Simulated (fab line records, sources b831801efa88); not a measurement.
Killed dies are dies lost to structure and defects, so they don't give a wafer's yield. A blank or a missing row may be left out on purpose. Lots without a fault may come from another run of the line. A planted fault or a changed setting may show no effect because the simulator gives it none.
fab line records | flow gf180mcu | part 1 of 2: steps 1 to 29 of 42
record lots=5 wafers=15 last_day=34
route steps=602 shown POLY_GATE@167 HV_LDD@176
lots that met no fault: from a run of the same line without faults
start_h: hours from the record's first day to the start of the lot's first wafer shown | wait_h: hours since the lot's step before | " the same as in the row above | L1.1+2: a row that stands for several wafers | - no value, or no start given | * or withheld: withheld | < > ~ a bound
route shown NAME@n: a module of which the file shows steps, and the number in the route of the first | usual: mean/standard deviation of fault-free wafers | same: alike in all rows | chamber/n: place in a boat | sites: the reading at each site | _std_site: their standard deviation | _edge_site: outer sites' mean less inner sites' | radius_mm: how far each site lies from the wafer's centre | mask NAME#n: copy n | behind: the tool/chamber that last shaped the wafer | hold: why the lot was held/for how many hours/how that ended | device: the transistor (n, p or np) that didn't switch | end of line: the same wafers' tests at the end of the route | a step without rows: its recipe alone | killed: dies lost to structure and defects at the first sort, not the wafer's yield | map: a wafer's dies, x killed, . not, _ none there
set.NAME: the setting as run; set.NAME@STEP: as run at that earlier step | model.NAME: the simulator's own value behind a step, which no gauge read
lots at some steps of the route; a table a step, a row a wafer
services: from which hour (start_h, from the record's first day; less than 0 if before it) a tool's chamber was out of use, for how many hours, and why
## steps
# step GF_POLY_GATE_CD_MEAS_10
# recipe target_cd_nm=280
# usual cd_nm=279.6/1.1
# columns lot.wafer tool chamber start_h wait_h cd_nm
L084.1 cd_sem-01 - 263.30 0.1 278.7
L084.3 " - " " 278.6
L084.5 " - " " 279.4
L086.1 cd_sem-01 - 281.52 0.1 281.2
L086.2 " - " " 278.5
L086.6 " - " " 279.1
L089.1 cd_sem-02 - 307.02 0.1 279.6
L089.2 " - " " 279.4
L089.5 " - " " 278.9
L093.1 cd_sem-01 - 339.32 0.1 281.5
L093.5 " - " " 280.4
L093.6 " - " " 280.5
L096.2 cd_sem-01 - 357.09 0.1 280.4
L096.3 " - " " 281.1
L096.6 " - " " 281.9
# step GF_POLY_GATE_OVL_MEAS_11
# usual POLY_GATE_OVL=-3/6.6
# columns lot.wafer tool chamber start_h wait_h POLY_GATE_OVL[nm]
L084.1 overlay-01 - 263.42 0.1 -3
L084.3 " - " " 0
L084.5 " - " " -4
L086.1 overlay-01 - 281.64 0.1 -12
L086.2 " - " " -1
L086.6 " - " " 0
L089.1 overlay-01 - 307.14 0.1 0
L089.2 " - " " -4
L089.5 " - " " -5
L093.1 overlay-02 - 339.44 0.1 -2
L093.5 " - " " 1
L093.6 " - " " 2
L096.2 overlay-02 - 357.20 0.1 -6
L096.3 " - " " -10
L096.6 " - " " -14
# step GF_POLY_GATE_ETCH_12
# recipe chemistry=N2/H2 target_depth_a=withheld overetch_a=withheld time_s=withheld target=BARC ion_energy_ev=200 source_w=500 bias_w=100 pressure_mtorr=30 n2_flow_sccm=100 h2_flow_sccm=200
# usual drypump_motor_current_A=5.7/0.32 oes_product_au=0.735/0.0045 throttle_valve_pct=13.215/0.0086
# columns lot.wafer tool chamber start_h wait_h drypump_motor_current_A oes_product_au throttle_valve_pct
L084.1 rie_diel-04 1 263.45 0.0 5.4 0.735 13.219
L084.3 " 3 " " 5.7 0.721 13.210
L084.5 " 2 " " 5.5 0.730 13.204
L086.1 rie_diel-03 0 281.68 0.0 6.3 0.731 13.234
L086.2 " 3 " " 5.4 0.738 13.216
L086.6 " 1 " " 5.2 0.734 13.214
L089.1 rie_diel-01 0 307.18 0.0 5.8 0.733 13.203
L089.2 " 2 " " 5.8 0.728 13.215
L089.5 " 1 " " 5.5 0.730 13.216
L093.1 rie_diel-03 2 339.48 0.0 6.0 0.734 13.206
L093.5 " 0 " " 6.3 0.738 13.204
L093.6 " 3 " " 5.4 0.733 13.212
L096.2 rie_diel-04 0 357.23 0.0 5.4 0.738 13.217
L096.3 " 2 " " 5.5 0.738 13.211
L096.6 " 2 " " 5.5 0.730 13.226
# step GF_POLY_GATE_ETCH_13
# recipe target=poly-Si target_depth_nm=198.5 stop_on=SiO2 over_etch_frac=0.403 chemistry=HBr/Cl2 icp_w=400 bias_w=100 pressure_mtorr=10 HBr_flow_sccm=150 Cl2_flow_sccm=50 time_s=69.6
# usual HBr_flow_sccm=150.0/0.44 drypump_motor_current_A=5.7/0.31 he_backside_leak_sccm=2.7/0.38 mfc_cl2_sccm=50.01/0.14 oes_product_au=0.990/0.0062 throttle_valve_pct=33.684/0.0091
# columns lot.wafer tool chamber start_h wait_h HBr_flow_sccm drypump_motor_current_A he_backside_leak_sccm mfc_cl2_sccm oes_product_au rf_hours_counter_h throttle_valve_pct
L084.1 rie_si-02 0 263.50 - 149.7 5.8 2.7 49.78 0.995 104 33.691
L084.3 " 2 " " 149.7 5.6 2.8 49.99 0.985 4 33.678
L084.5 " 2 " " 150.6 5.6 2.8 50.11 0.988 - 33.697
L086.1 rie_si-01 3 281.73 - 150.2 5.6 2.7 50.10 0.995 2 33.669
L086.2 " 2 " " 151.1 5.9 2.7 50.09 0.999 16 33.678
L086.6 " 1 " " 150.9 6.2 3.0 50.07 0.995 - 33.669
L089.1 rie_si-01 3 307.23 - 149.3 5.6 2.8 50.17 0.992 2 33.684
L089.2 " 2 " " 149.2 5.9 2.6 49.89 0.986 16 33.680
L089.5 " 3 " " 149.7 5.7 2.6 50.22 0.988 - 33.689
L093.1 rie_si-01 3 339.53 - 149.7 5.6 2.8 50.08 0.995 3 33.680
L093.5 " 1 " " 150.2 6.2 2.8 50.12 0.990 - 33.696
L093.6 " 2 " " 149.6 5.9 2.7 50.05 0.995 - 33.694
L096.2 rie_si-02 0 357.28 - 150.8 5.8 2.6 49.95 0.982 0 33.701
L096.3 " 3 " " 150.1 5.3 2.8 49.95 0.974 61 33.689
L096.6 " 1 " " 150.0 5.9 2.4 50.06 0.991 - 33.683
# step GF_POLY_GATE_STRIP_14
# recipe chemistry=O2/N2 power_w=1400 pressure_mtorr=1500 platen_temp_c=250 o2_flow_sccm=3000 n2_flow_sccm=300 overash_fraction=0.5
# usual drypump_motor_current_A=5.6/0.59 heater_power_w=315/22 oes_product_au=0.504/0.0049
# columns lot.wafer tool chamber start_h wait_h drypump_motor_current_A heater_power_w oes_product_au rf_hours_counter_h
L084.1 plasma_asher-04 0 263.56 0.0 5.9 276 0.507 48
L084.3 " 0 " " 5.9 277 0.509 -
L084.5 " 0 " " 5.8 277 0.503 -
L086.1 plasma_asher-03 1 281.79 0.0 6.7 319 0.513 60
L086.2 " 0 " " 6.1 328 0.502 60
L086.6 " 0 " " 6.1 337 0.506 -
L089.1 plasma_asher-04 0 307.29 0.0 5.9 277 0.500 53
L089.2 " 1 " " 5.1 316 0.505 53
L089.5 " 0 " " 5.9 273 0.510 -
L093.1 plasma_asher-04 0 339.59 0.0 5.9 273 0.503 56
L093.5 " 0 " " 5.9 278 0.505 -
L093.6 " 1 " " 5.1 324 0.494 -
L096.2 plasma_asher-02 1 357.34 0.0 5.0 337 0.500 19
L096.3 " 1 " " 4.9 331 0.509 -
L096.6 " 0 " " 5.3 319 0.515 -
# step GF_POLY_GATE_CLEAN_15
# recipe chemistry=SC1/SC2 mix=1:4:20 temp_c=70 time_s=150 dry=n2_spin
# columns lot.wafer tool chamber start_h wait_h
L084.1+3+5 wet_bench-01 1 263.66 0.1
L086.1+2+6 wet_bench-02 0 281.89 0.1
L089.1+2+5 wet_bench-02 1 307.39 0.1
L093.1+5+6 wet_bench-04 2 339.69 0.1
L096.2+3+6 wet_bench-01 3 357.44 0.1
# step GF_POLY_GATE_OXIDATION_16
# recipe temp_c=850 ambient=O2 stabilise_s=600 purge_s=300 target_thk_a=40 ox_time_s=899
# usual spike_tc_upper_C=851.2/1.1
# same ox_time_s=899 stabilise_s=600
# columns lot.wafer tool chamber start_h wait_h spike_tc_upper_C
L084.1 furnace-02 0 264.49 0.8 850.7
L084.3 " 0 " " 852.6
L084.5 " 0 " " 850.0
L086.1 furnace-02 0 282.97 1.0 851.1
L086.2 " 0 " " 850.9
L086.6 " 0 " " 852.2
L089.1 furnace-02 0 311.00 3.6 849.7
L089.2 " 0 " " 852.6
L089.5 " 0 " " 852.6
L093.1 furnace-02 0 340.48 0.7 852.0
L093.5 " 0 " " 851.3
L093.6 " 0 " " 852.3
L096.2 furnace-02 0 357.49 0.0 852.2
L096.3 " 0 " " 851.6
L096.6 " 0 " " 852.3
# step GF_POLY_GATE_THK_MEAS_17
# recipe reads=SiO2_of_POLY_GATE_OXIDATION_16
# usual POLY_GATE_OXIDATION_THK=4.01/0.067
# columns lot.wafer tool chamber start_h wait_h POLY_GATE_OXIDATION_THK[nm]
L084.1 film_metro-04 - 265.74 0.0 4.01
L084.3 " - " " 4.02
L084.5 " - " " 4.01
L086.1 film_metro-04 - 284.22 0.0 3.98
L086.2 " - " " 3.96
L086.6 " - " " 3.90
L089.1 film_metro-02 - 312.25 0.0 3.89
L089.2 " - " " 3.96
L089.5 " - " " 3.99
L093.1 film_metro-04 - 341.73 0.0 4.10
L093.5 " - " " 4.13
L093.6 " - " " 4.09
L096.2 film_metro-03 - 358.74 0.0 4.08
L096.3 " - " " 4.12
L096.6 " - " " 4.09
# step GF_POLY_GATE_CD_MEAS_18
# usual cd_nm=280.0/1.6
# columns lot.wafer tool chamber start_h wait_h cd_nm
L084.1 cd_sem-01 - 265.80 0.1 278.4
L084.3 " - " " 278.1
L084.5 " - " " 279.2
L086.1 cd_sem-01 - 284.28 0.1 280.9
L086.2 " - " " 280.6
L086.6 " - " " 279.8
L089.1 cd_sem-01 - 312.31 0.1 279.5
L089.2 " - " " 281.6
L089.5 " - " " 279.7
L093.1 cd_sem-01 - 341.79 0.1 282.9
L093.5 " - " " 282.0
L093.6 " - " " 283.4
L096.2 cd_sem-02 - 358.82 0.1 281.6
L096.3 " - " " 282.2
L096.6 " - " " 282.7
# step GF_HV_LDD_DEHYDRATE_00
# recipe temp_c=200 time_s=60
# usual plate_temp_C=200.03/0.15
# columns lot.wafer tool chamber start_h wait_h plate_temp_C
L084.1 litho_track-03 0 274.80 9.0 199.96
L084.3 " 0 " " 199.89
L084.5 " 0 " " 199.87
L086.1 litho_track-04 0 293.40 9.1 200.08
L086.2 " 0 " " 199.96
L086.6 " 0 " " 199.98
L089.1 litho_track-01 0 321.62 9.3 199.87
L089.2 " 0 " " 200.01
L089.5 " 0 " " 199.98
L093.1 litho_track-03 0 352.25 10.4 199.79
L093.5 " 0 " " 200.03
L093.6 " 0 " " 199.92
L096.2 litho_track-01 0 369.65 10.8 199.87
L096.3 " 0 " " 200.01
L096.6 " 0 " " 200.13
# step GF_HV_LDD_HMDS_01
# recipe prime_time_s=60 prime_temp_c=120
# columns lot.wafer tool chamber start_h wait_h
L084.1+3+5 litho_track-03 0 274.95 0.1
L086.1+2+6 litho_track-04 0 293.55 0.1
L089.1+2+5 litho_track-01 0 321.77 0.1
L093.1+5+6 litho_track-03 0 352.40 0.1
L096.2+3+6 litho_track-01 0 369.80 0.1
# step GF_HV_LDD_COAT_02
# recipe resist=NOVOLAK spin_rpm=3000 resist_thk_nm=1000
# columns lot.wafer tool chamber start_h wait_h
L084.1+3+5 litho_track-03 0 275.10 0.1
L086.1+2+6 litho_track-04 0 293.70 0.1
L089.1+2+5 litho_track-01 0 321.92 0.1
L093.1+5+6 litho_track-03 0 352.55 0.1
L096.2+3+6 litho_track-01 0 369.95 0.1
# step GF_HV_LDD_SOFTBAKE_03
# recipe temp_c=90 time_s=60 resist=NOVOLAK
# usual plate_temp_C=89.96/0.12
# columns lot.wafer tool chamber start_h wait_h plate_temp_C
L084.1 litho_track-03 0 275.25 0.1 89.85
L084.3 " 0 " " 89.89
L084.5 " 0 " " 89.87
L086.1 litho_track-04 0 293.85 0.1 89.98
L086.2 " 0 " " 90.12
L086.6 " 0 " " 90.05
L089.1 litho_track-01 0 322.07 0.1 89.93
L089.2 " 0 " " 89.96
L089.5 " 0 " " 89.95
L093.1 litho_track-03 0 352.70 0.1 89.96
L093.5 " 0 " " 89.88
L093.6 " 0 " " 90.13
L096.2 litho_track-01 0 370.10 0.1 90.07
L096.3 " 0 " " 90.20
L096.6 " 0 " " 90.03
# step GF_HV_LDD_EXPOSE_04
# recipe mask_id=Nplus_LV_AREA target_cd_nm=400 na=0.6 source_shape=conventional sigma_outer=0.6 dose_mj=140
# columns lot.wafer tool chamber start_h wait_h mask
L084.1+3+5 iline_stepper-02 0 - - Nplus_LV_AREA#0
L086.1+2+6 iline_stepper-01 0 - - Nplus_LV_AREA#0
L089.1+2+5 iline_stepper-01 0 - - Nplus_LV_AREA#0
L093.1+5+6 iline_stepper-01 0 - - Nplus_LV_AREA#0
L096.2+3+6 iline_stepper-02 0 - - Nplus_LV_AREA#0
# step GF_HV_LDD_PEB_05
# recipe temp_c=withheld time_s=* resist=NOVOLAK
# columns lot.wafer tool chamber start_h wait_h
L084.1+3+5 litho_track-04 0 - -
L086.1+2+6 litho_track-04 0 - -
L089.1+2+5 litho_track-04 0 - -
L093.1+5+6 litho_track-04 0 - -
L096.2+3+6 litho_track-04 0 - -
# step GF_HV_LDD_DEVELOP_06
# recipe develop_time_s=60 dev_temp_c=23
# columns lot.wafer tool chamber start_h wait_h
L084.1+3+5 litho_track-04 0 285.35 0.1
L086.1+2+6 litho_track-04 0 304.20 0.1
L089.1+2+5 litho_track-04 0 331.89 0.1
L093.1+5+6 litho_track-04 0 363.39 0.1
L096.2+3+6 litho_track-04 0 380.97 0.1
# step GF_HV_LDD_CD_MEAS_07
# recipe target_cd_nm=400
# usual cd_nm=401.2/2.1
# columns lot.wafer tool chamber start_h wait_h cd_nm
L084.1 cd_sem-01 - 285.50 0.1 402.3
L084.3 " - " " 400.5
L084.5 " - " " 401.7
L086.1 cd_sem-02 - 304.35 0.1 398.9
L086.2 " - " " 400.6
L086.6 " - " " 399.7
L089.1 cd_sem-01 - 332.04 0.1 402.3
L089.2 " - " " 403.5
L089.5 " - " " 404.5
L093.1 cd_sem-01 - 363.54 0.1 398.6
L093.5 " - " " 399.8
L093.6 " - " " 399.0
L096.2 cd_sem-02 - 381.11 0.1 401.0
L096.3 " - " " 400.0
L096.6 " - " " 400.4
# step GF_HV_LDD_OVL_MEAS_08
# usual HV_LDD_OVL=-0.4/1.5
# columns lot.wafer tool chamber start_h wait_h HV_LDD_OVL[nm]
L084.1 overlay-01 - 285.62 0.1 -1.6
L084.3 " - " " 1.2
L084.5 " - " " -0.4
L086.1 overlay-02 - 304.47 0.1 -0.9
L086.2 " - " " -0.5
L086.6 " - " " 0.6
L089.1 overlay-01 - 332.16 0.1 0.9
L089.2 " - " " 0.2
L089.5 " - " " 0.0
L093.1 overlay-01 - 363.66 0.1 -0.1
L093.5 " - " " 1.3
L093.6 " - " " -1.1
L096.2 overlay-02 - 381.22 0.1 0.0
L096.3 " - " " 1.9
L096.6 " - " " 1.0
# step GF_HV_LDD_IMPLANT_09
# recipe species=As energy_kev=40 dose_cm2=1e+14 tilt_deg=7
# columns lot.wafer tool chamber start_h wait_h
L084.1+3+5 implanter-03 0 285.65 0.0
L086.1+2+6 implanter-03 0 304.50 0.0
L089.1+2+5 implanter-01 0 332.20 0.0
L093.1+5+6 implanter-01 0 363.70 0.0
L096.2+3+6 implanter-02 0 381.27 0.0
# step GF_HV_LDD_STRIP_10
# recipe chemistry=O2/N2 power_w=1400 pressure_mtorr=1500 platen_temp_c=250 o2_flow_sccm=3000 n2_flow_sccm=300 overash_fraction=0.5
# usual drypump_motor_current_A=5.6/0.47 heater_power_w=331/40 oes_product_au=0.716/0.0046 strip_time_to_endpoint_s=12.61/0.052
# columns lot.wafer tool chamber start_h wait_h drypump_motor_current_A heater_power_w oes_product_au rf_hours_counter_h strip_time_to_endpoint_s
L084.1 plasma_asher-04 0 285.80 0.1 5.9 280 0.718 50 12.65
L084.3 " 1 " " 5.1 316 0.714 - 12.58
L084.5 " 0 " " 5.9 279 0.716 - 12.61
L086.1 plasma_asher-01 1 304.65 0.1 5.6 397 0.719 70 12.59
L086.2 " 0 " " 6.3 340 0.719 70 12.58
L086.6 " 1 " " 5.6 398 0.711 - 12.56
L089.1 plasma_asher-01 0 332.35 0.1 6.4 342 0.713 73 12.71
L089.2 " 1 " " 5.6 388 0.722 73 12.68
L089.5 " 1 " " 5.6 394 0.722 - 12.70
L093.1 plasma_asher-04 0 363.85 0.1 5.9 280 0.717 58 12.61
L093.5 " 0 " " 5.9 277 0.713 - 12.53
L093.6 " 1 " " 5.1 319 0.721 - 12.53
L096.2 plasma_asher-04 0 381.40 0.1 5.9 284 0.713 61 12.66
L096.3 " 0 " " 5.9 273 0.718 - 12.64
L096.6 " 0 " " 5.9 277 0.710 - 12.63
# step GF_HV_LDD_TW_MEAS_11
# usual HV_LDD_TW=2392/30
# columns lot.wafer tool chamber start_h wait_h HV_LDD_TW
L084.1 film_metro-03 - 285.90 0.1 2366
L084.3 " - " " 2377
L084.5 " - " " 2362
L086.1 film_metro-03 - 304.75 0.1 2361
L086.2 " - " " 2371
L086.6 " - " " 2358
L089.1 film_metro-01 - 332.45 0.1 2401
L089.2 " - " " 2390
L089.5 " - " " 2399
L093.1 film_metro-01 - 363.95 0.1 2396
L093.5 " - " " 2399
L093.6 " - " " 2387
L096.2 film_metro-03 - 381.51 0.1 2348
L096.3 " - " " 2343
L096.6 " - " " 2341
# step GF_HV_LDD_DEHYDRATE_12
# recipe temp_c=200 time_s=60
# usual plate_temp_C=200.02/0.15
# columns lot.wafer tool chamber start_h wait_h plate_temp_C
L084.1 litho_track-03 0 295.55 9.6 199.96
L084.3 " 0 " " 199.77
L084.5 " 0 " " 200.17
L086.1 litho_track-03 0 314.20 9.4 200.13
L086.2 " 0 " " 200.24
L086.6 " 0 " " 200.23
L089.1 litho_track-04 0 342.79 10.3 200.07
L089.2 " 0 " " 200.07
L089.5 " 0 " " 199.93
L093.1 litho_track-04 0 374.59 10.6 200.04
L093.5 " 0 " " 200.13
L093.6 " 0 " " 200.34
L096.2 litho_track-01 0 392.00 10.5 200.04
L096.3 " 0 " " 200.09
L096.6 " 0 " " 200.00
# step GF_HV_LDD_HMDS_13
# recipe prime_time_s=60 prime_temp_c=120
# columns lot.wafer tool chamber start_h wait_h
L084.1+3+5 litho_track-03 0 295.70 0.1
L086.1+2+6 litho_track-03 0 314.35 0.1
L089.1+2+5 litho_track-04 0 342.94 0.1
L093.1+5+6 litho_track-04 0 374.74 0.1
L096.2+3+6 litho_track-01 0 392.15 0.1
# step GF_HV_LDD_COAT_14
# recipe resist=NOVOLAK spin_rpm=3000 resist_thk_nm=1000
# columns lot.wafer tool chamber start_h wait_h
L084.1+3+5 litho_track-03 0 295.85 0.1
L086.1+2+6 litho_track-03 0 314.50 0.1
L089.1+2+5 litho_track-04 0 343.09 0.1
L093.1+5+6 litho_track-04 0 374.89 0.1
L096.2+3+6 litho_track-01 0 392.30 0.1
# step GF_HV_LDD_SOFTBAKE_15
# recipe temp_c=90 time_s=60 resist=NOVOLAK
# usual plate_temp_C=90.00/0.14
# columns lot.wafer tool chamber start_h wait_h plate_temp_C
L084.1 litho_track-03 0 296.00 0.1 89.95
L084.3 " 0 " " 89.93
L084.5 " 0 " " 89.92
L086.1 litho_track-03 0 314.65 0.1 89.95
L086.2 " 0 " " 89.84
L086.6 " 0 " " 89.82
L089.1 litho_track-04 0 343.24 0.1 90.09
L089.2 " 0 " " 90.30
L089.5 " 0 " " 90.26
L093.1 litho_track-04 0 375.04 0.1 90.10
L093.5 " 0 " " 89.83
L093.6 " 0 " " 90.03
L096.2 litho_track-01 0 392.45 0.1 89.72
L096.3 " 0 " " 89.97
L096.6 " 0 " " 89.85
# step GF_HV_LDD_EXPOSE_16
# recipe mask_id=Pplus_LV_AREA target_cd_nm=400 na=0.6 source_shape=conventional sigma_outer=0.6 dose_mj=140
# columns lot.wafer tool chamber start_h wait_h mask
L084.1+3+5 iline_stepper-02 0 - - Pplus_LV_AREA#0
L086.1+2+6 iline_stepper-02 0 - - Pplus_LV_AREA#0
L089.1+2+5 iline_stepper-02 0 - - Pplus_LV_AREA#0
L093.1+5+6 iline_stepper-01 0 - - Pplus_LV_AREA#0
L096.2+3+6 iline_stepper-02 0 - - Pplus_LV_AREA#0
# step GF_HV_LDD_PEB_17
# recipe temp_c=withheld time_s=* resist=NOVOLAK
# columns lot.wafer tool chamber start_h wait_h
L084.1+3+5 litho_track-04 0 - -
L086.1+2+6 litho_track-04 0 - -
L089.1+2+5 litho_track-03 0 - -
L093.1+5+6 litho_track-01 0 - -
L096.2+3+6 litho_track-03 0 - -
# step GF_HV_LDD_DEVELOP_18
# recipe develop_time_s=60 dev_temp_c=23
# columns lot.wafer tool chamber start_h wait_h
L084.1+3+5 litho_track-04 0 305.95 0.1
L086.1+2+6 litho_track-04 0 325.09 0.1
L089.1+2+5 litho_track-03 0 353.90 0.1
L093.1+5+6 litho_track-01 0 386.37 0.1
L096.2+3+6 litho_track-03 0 403.72 0.1
# step GF_HV_LDD_CD_MEAS_19
# recipe target_cd_nm=400
# usual cd_nm=400.3/2.2
# columns lot.wafer tool chamber start_h wait_h cd_nm
L084.1 cd_sem-01 - 306.10 0.1 400.0
L084.3 " - " " 397.8
L084.5 " - " " 396.6
L086.1 cd_sem-02 - 325.24 0.1 396.9
L086.2 " - " " 395.6
L086.6 " - " " 397.0
L089.1 cd_sem-01 - 354.05 0.1 400.1
L089.2 " - " " 399.2
L089.5 " - " " 400.6
L093.1 cd_sem-01 - 386.52 0.1 398.0
L093.5 " - " " 397.6
L093.6 " - " " 400.0
L096.2 cd_sem-01 - 403.87 0.1 403.2
L096.3 " - " " 402.8
L096.6 " - " " 403.9
